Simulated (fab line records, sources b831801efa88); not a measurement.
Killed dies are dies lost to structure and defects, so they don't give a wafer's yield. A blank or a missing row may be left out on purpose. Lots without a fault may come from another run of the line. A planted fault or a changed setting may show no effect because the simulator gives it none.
Which tool did it? | flow sky130 | 14 lots, 42 wafers sampled, at 5 steps of a route of 708

WHAT THE GAUGES READ, wafer by wafer
SKY_FIELD_ISO_THK_MEAS_23.
lot  | measured    | on            | FIELD_ISO_OXIDATION_01_THK (nm)
L509 | day 2 08:32 | film_metro-04 | 9.44 9.69 9.58
L510 | day 2 11:28 | film_metro-04 | 9.80 9.68 9.69
L511 | day 2 19:28 | film_metro-03 | 10.24 10.09 10.24
L514 | day 3 09:56 | film_metro-01 | 10.06 9.93 9.89
L515 | day 3 22:34 | film_metro-04 | 9.93 10.05 9.87
L521 | day 5 03:21 | film_metro-03 | 9.91 9.99 9.91
L523 | day 5 15:23 | film_metro-04 | 10.15 10.05 9.97
L525 | day 5 20:17 | film_metro-01 | 9.67 9.58 9.62
L524 | day 5 20:18 | film_metro-03 | 9.83 9.83 9.71
L526 | day 6 02:41 | film_metro-01 | 9.44 9.51 9.57
L527 | day 6 13:11 | film_metro-03 | 10.00 9.87 9.72
L528 | day 6 14:16 | film_metro-04 | 10.13 10.08 10.29
L529 | day 6 19:54 | film_metro-01 | 10.23 10.27 10.00
L530 | day 6 19:54 | film_metro-04 | 10.04 9.96 10.14

SKY_PWDE_TW_MEAS_10.
lot  | measured    | on            | PWDE_TW
L509 | day 3 19:42 | film_metro-02 | 385 387 386
L510 | day 4 00:27 | film_metro-03 | 372 373 373
L511 | day 4 07:40 | film_metro-02 | 384 383 382
L514 | day 5 09:52 | film_metro-04 | 366 369 369
L515 | day 5 16:01 | film_metro-04 | 366 370 373
L521 | day 7 07:30 | film_metro-02 | 383 385 385
L523 | day 7 12:52 | film_metro-02 | 383 382 386
L525 | day 7 14:18 | film_metro-03 | 371 375 371
L524 | day 7 14:49 | film_metro-04 | 369 369 369
L526 | day 7 21:28 | film_metro-03 | 373 374 370
L527 | day 8 10:00 | film_metro-03 | 370 370 371
L528 | day 8 09:55 | film_metro-02 | 382 383 383
L529 | day 8 15:31 | film_metro-02 | 384 381 384
L530 | day 8 16:40 | film_metro-02 | 384 384 385

SKY_VT_ADJUST_LVTN_OVL_MEAS_07.
lot  | measured     | on         | VT_ADJUST_LVTN_OVL (nm)
L509 | day 6 16:04  | overlay-02 | 2.2 2.2 -0.2
L510 | day 6 22:46  | overlay-01 | 1.0 -1.5 -2.0
L511 | day 7 07:30  | overlay-01 | 0.5 -2.0 -3.1
L514 | day 8 12:37  | overlay-01 | -0.3 -0.2 -2.2
L515 | day 8 21:24  | overlay-02 | -2.7 -1.9 -0.6
L521 | day 10 21:26 | overlay-02 | -1.4 -1.9 -1.6
L523 | day 11 02:00 | overlay-02 | 2.8 1.2 2.4
L525 | day 11 06:18 | overlay-02 | -2.5 -3.1 -2.2
L524 | day 11 07:49 | overlay-01 | -1.0 -0.6 0.1
L526 | day 11 11:30 | overlay-01 | 0.7 1.7 0.3
L527 | day 12 04:22 | overlay-01 | -0.5 -0.4 0.4
L528 | day 12 03:23 | overlay-01 | -0.6 0.2 1.0
L529 | day 12 10:13 | overlay-02 | 0.6 1.0 3.7
L530 | day 12 10:52 | overlay-01 | -4.6 -2.9 -5.1

SKY_SONOS_TUNNEL_CD_MEAS_07: target cd 410 nm.
lot  | measured     | on        | cd_nm (nm)
L509 | day 10 23:58 | cd_sem-02 | 409.7 410.0 409.7
L510 | day 11 07:59 | cd_sem-01 | 413.7 411.8 412.9
L511 | day 11 20:23 | cd_sem-01 | 410.7 412.4 410.8
L514 | day 13 09:57 | cd_sem-02 | 395.9 394.9 394.6
L515 | day 13 18:12 | cd_sem-01 | 395.4 395.0 397.3
L521 | day 16 04:18 | cd_sem-01 | 408.7 406.6 406.9
L523 | day 16 13:20 | cd_sem-02 | 406.8 406.9 408.3
L525 | day 16 17:23 | cd_sem-01 | 408.6 407.9 406.2
L524 | day 16 18:36 | cd_sem-02 | 413.6 414.8 413.4
L526 | day 16 23:20 | cd_sem-01 | 414.1 412.0 413.9
L527 | day 17 21:28 | cd_sem-01 | 412.7 411.3 415.0
L528 | day 17 17:55 | cd_sem-01 | 414.0 412.8 411.8
L529 | day 18 03:01 | cd_sem-02 | 412.0 411.4 410.7
L530 | day 18 04:39 | cd_sem-01 | 411.8 411.5 410.1

WHICH TOOL RAN EACH LOT (tool, then ch and the chambers of the sampled wafers, then the start)
lot  | SKY_SONOS_TUNNEL_DEVELOP_06
L509 | litho_track-03 ch 0, day 10 23:49
L510 | litho_track-01 ch 0, day 11 07:50
L511 | litho_track-03 ch 0, day 11 20:14
L514 | litho_track-01 ch 0, day 13 09:48
L515 | litho_track-01 ch 0, day 13 18:03
L521 | litho_track-04 ch 0, day 16 04:09
L523 | litho_track-03 ch 0, day 16 13:11
L525 | litho_track-01 ch 0, day 16 17:14
L524 | litho_track-01 ch 0, day 16 18:27
L526 | litho_track-01 ch 0, day 16 23:11
L527 | litho_track-03 ch 0, day 17 21:19
L528 | litho_track-01 ch 0, day 17 17:46
L529 | litho_track-03 ch 0, day 18 02:52
L530 | litho_track-04 ch 0, day 18 04:30
- SKY_SONOS_TUNNEL_DEVELOP_06: develop time 60 s.

WHAT THE TOOLS THEMSELVES READ (means of the sampled wafers that have a number; where no wafer has one, the mark that the record gives instead)
The record holds no such reading with a usual standard deviation.

THE ANSWER, worked out from the rows above alone
Rule: what is usual is taken from the lots themselves. Put in order of their means at a reading, lots are off if they are a third of the lots or fewer, leave a main group of 4 or more, and stand apart from it by a gap of 3 or more times the standard deviation of the main group's means; of several such gaps the widest counts. A main group whose means are all the same, to the digits that the tables above print for the reading, isn't used. A lot without any number at a reading at which 4 lots or more have one is off too. The other lots that the step has rows for count as sound. The gauges are gone through in route order, then the tools' own readings, and for those a lot's mean is taken as printed above. The first step at which some lot is off is used, and at that step the reading that is off furthest; a lot without a number counts as furthest.
Off: L514, L515, at SKY_SONOS_TUNNEL_CD_MEAS_07 (cd_nm). The main group: mean 411.0 nm, standard deviation 2.3.
A tool fits if, at a process step before that reading, it ran every lot that is off, and no sound lot after the first of them. The gauges at SKY_SONOS_TUNNEL_CD_MEAS_07 are tried like those tools. None of those tried fits.

WHAT THE SIMULATOR HAD PUT IN
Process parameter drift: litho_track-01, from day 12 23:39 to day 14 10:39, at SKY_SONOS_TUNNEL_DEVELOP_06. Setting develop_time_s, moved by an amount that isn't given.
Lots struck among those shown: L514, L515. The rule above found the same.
